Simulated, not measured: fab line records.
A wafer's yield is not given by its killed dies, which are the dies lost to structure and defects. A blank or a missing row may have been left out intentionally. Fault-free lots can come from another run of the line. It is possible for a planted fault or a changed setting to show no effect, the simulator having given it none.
Tool commonality check / flow gf180mcu / Lots sampled 14, wafers sampled 42

## THE REASON FOR OPENING IT
On 2 of the 14 lots, a flag is raised at GF_CONTACT_CD_MEAS_14 on the reading cd nm. No-fault wafers: 220.4 nm, standard deviation 1.4.
Rule: a lot is flagged in two cases, either no wafer of it has a number, or all its wafers with numbers fall more than 4 standard deviations from that mean. The other lots count as sound.

lot=L733; measured=day 16 02:01; on=cd sem-01; cd nm (nm), wafer by wafer=222.1 222.9 222.5; flag=
lot=L735; measured=day 16 18:11; on=cd sem-02; cd nm (nm), wafer by wafer=220.4 220.8 219.8; flag=
lot=L736; measured=day 16 22:46; on=cd sem-02; cd nm (nm), wafer by wafer=221.0 222.3 222.6; flag=
lot=L737; measured=day 17 11:50; on=cd sem-01; cd nm (nm), wafer by wafer=218.9 219.4 218.3; flag=
lot=L738; measured=day 18 03:01; on=cd sem-02; cd nm (nm), wafer by wafer=222.8 222.3 222.3; flag=
lot=L741; measured=day 19 05:15; on=cd sem-01; cd nm (nm), wafer by wafer=220.3 219.4 220.0; flag=
lot=L742; measured=day 19 10:05; on=cd sem-01; cd nm (nm), wafer by wafer=221.1 220.1 222.2; flag=
lot=L744; measured=day 20 09:02; on=cd sem-02; cd nm (nm), wafer by wafer=220.1 220.8 220.6; flag=
lot=L746; measured=day 20 21:10; on=cd sem-02; cd nm (nm), wafer by wafer=222.5 221.8 220.7; flag=
lot=L747; measured=day 21 04:45; on=cd sem-01; cd nm (nm), wafer by wafer=218.7 220.7 221.1; flag=
lot=L748; measured=day 21 14:33; on=cd sem-02; cd nm (nm), wafer by wafer=221.5 223.2 222.6; flag=
lot=L750; measured=day 22 03:20; on=cd sem-01; cd nm (nm), wafer by wafer=247.8 245.8 246.4; flag=FLAGGED
lot=L751; measured=day 22 14:07; on=cd sem-01; cd nm (nm), wafer by wafer=247.1 247.2 248.3; flag=FLAGGED
lot=L752; measured=day 23 01:15; on=cd sem-02; cd nm (nm), wafer by wafer=218.5 219.3 218.3; flag=
The numbers of the flagged lots are 247.1 nm on average: +26.7 nm against the usual, or +19 standard deviations.

## LOT BY LOT: THE TOOL USED
2 process steps preceding the reading are held in the record, out of 602 steps in the route. Every cell lists first the tool, next ch and the chambers used by the sampled wafers, and last the start.
lot=L733; flag=; GF_SALICIDE_RTA_08=rtp anneal-01 ch 0, day 15 03:28; GF_CONTACT_EXPOSE_11=krf scanner-01 ch 0, day 15 15:10
lot=L735; flag=; GF_SALICIDE_RTA_08=rtp anneal-01 ch 0, day 15 19:13; GF_CONTACT_EXPOSE_11=krf scanner-01 ch 0, day 16 07:26
lot=L736; flag=; GF_SALICIDE_RTA_08=rtp anneal-01 ch 0, day 15 23:46; GF_CONTACT_EXPOSE_11=krf scanner-01 ch 0, day 16 11:25
lot=L737; flag=; GF_SALICIDE_RTA_08=rtp anneal-02 ch 0, day 16 11:36; GF_CONTACT_EXPOSE_11=krf scanner-02 ch 0, day 17 00:10
lot=L738; flag=; GF_SALICIDE_RTA_08=rtp anneal-02 ch 0, day 17 03:03; GF_CONTACT_EXPOSE_11=krf scanner-02 ch 0, day 17 15:13
lot=L741; flag=; GF_SALICIDE_RTA_08=rtp anneal-02 ch 0, day 18 04:40; GF_CONTACT_EXPOSE_11=krf scanner-01 ch 0, day 18 17:14
lot=L742; flag=; GF_SALICIDE_RTA_08=rtp anneal-01 ch 0, day 18 09:08; GF_CONTACT_EXPOSE_11=krf scanner-02 ch 0, day 18 21:58
lot=L744; flag=; GF_SALICIDE_RTA_08=rtp anneal-02 ch 0, day 19 07:47; GF_CONTACT_EXPOSE_11=krf scanner-01 ch 0, day 19 20:49
lot=L746; flag=; GF_SALICIDE_RTA_08=rtp anneal-01 ch 0, day 19 19:43; GF_CONTACT_EXPOSE_11=krf scanner-01 ch 0, day 20 09:02
lot=L747; flag=; GF_SALICIDE_RTA_08=rtp anneal-01 ch 0, day 20 04:16; GF_CONTACT_EXPOSE_11=krf scanner-01 ch 0, day 20 17:38
lot=L748; flag=; GF_SALICIDE_RTA_08=rtp anneal-02 ch 0, day 20 14:02; GF_CONTACT_EXPOSE_11=krf scanner-01 ch 0, day 21 03:01
lot=L750; flag=FLAGGED; GF_SALICIDE_RTA_08=rtp anneal-01 ch 0, day 21 03:02; GF_CONTACT_EXPOSE_11=krf scanner-01 ch 0, day 21 15:46
lot=L751; flag=FLAGGED; GF_SALICIDE_RTA_08=rtp anneal-02 ch 0, day 21 13:19; GF_CONTACT_EXPOSE_11=krf scanner-01 ch 0, day 22 02:25
lot=L752; flag=; GF_SALICIDE_RTA_08=rtp anneal-01 ch 0, day 22 01:22; GF_CONTACT_EXPOSE_11=krf scanner-02 ch 0, day 22 13:52
What these steps do:
- GF_SALICIDE_RTA_08: time 30 s.
- GF_CONTACT_EXPOSE_11: exposes mask Contact, target cd 220 nm.
- GF_CONTACT_CD_MEAS_14: target cd 220 nm.

## FLAGGED AGAINST TOTAL, ONE TOOL AT A TIME (gauges that did the reading follow at the end)
step=GF_SALICIDE_RTA_08; tool=rtp anneal-01; lots run=8; flagged=1; share of the flagged lots=some; sound lots run after its first flagged lot=1 (L752)
step=GF_SALICIDE_RTA_08; tool=rtp anneal-02; lots run=6; flagged=1; share of the flagged lots=some; sound lots run after its first flagged lot=0
step=GF_CONTACT_EXPOSE_11; tool=krf scanner-01; lots run=10; flagged=2; share of the flagged lots=all; sound lots run after its first flagged lot=0
step=GF_CONTACT_EXPOSE_11; tool=krf scanner-02; lots run=4; flagged=0; share of the flagged lots=none; sound lots run after its first flagged lot=-
step=GF_CONTACT_CD_MEAS_14; tool=cd sem-01; lots run=7; flagged=2; share of the flagged lots=all; sound lots run after its first flagged lot=0
step=GF_CONTACT_CD_MEAS_14; tool=cd sem-02; lots run=7; flagged=0; share of the flagged lots=none; sound lots run after its first flagged lot=-

## WHAT THE TABLE PERMITS
Rows of the table that ran all the flagged lots, 2 in number: krf scanner-01 at GF_CONTACT_EXPOSE_11; cd sem-01 at GF_CONTACT_CD_MEAS_14.
- krf scanner-01 at GF_CONTACT_EXPOSE_11: 2 of its 10 lots flagged. Last sound lot L748 at day 21 03:01, first flagged lot L750 at day 21 15:46; a fault beginning in between fits. Its own readings (exposure dose mJ cm2) fall more than 4 standard deviations out on all wafers of the flagged lots.
- cd sem-01 at GF_CONTACT_CD_MEAS_14: 2 of its 7 lots flagged. Last sound lot L747 at day 21 04:45, first flagged lot L750 at day 22 03:20; a fault beginning in between fits.
A lot count leaves these 2 tools indistinguishable: every one of them fits a fault beginning at some hour. More lots, or a look at what each step does to the wafer, might.

## WHAT WAS PUT IN BY THE SIMULATOR
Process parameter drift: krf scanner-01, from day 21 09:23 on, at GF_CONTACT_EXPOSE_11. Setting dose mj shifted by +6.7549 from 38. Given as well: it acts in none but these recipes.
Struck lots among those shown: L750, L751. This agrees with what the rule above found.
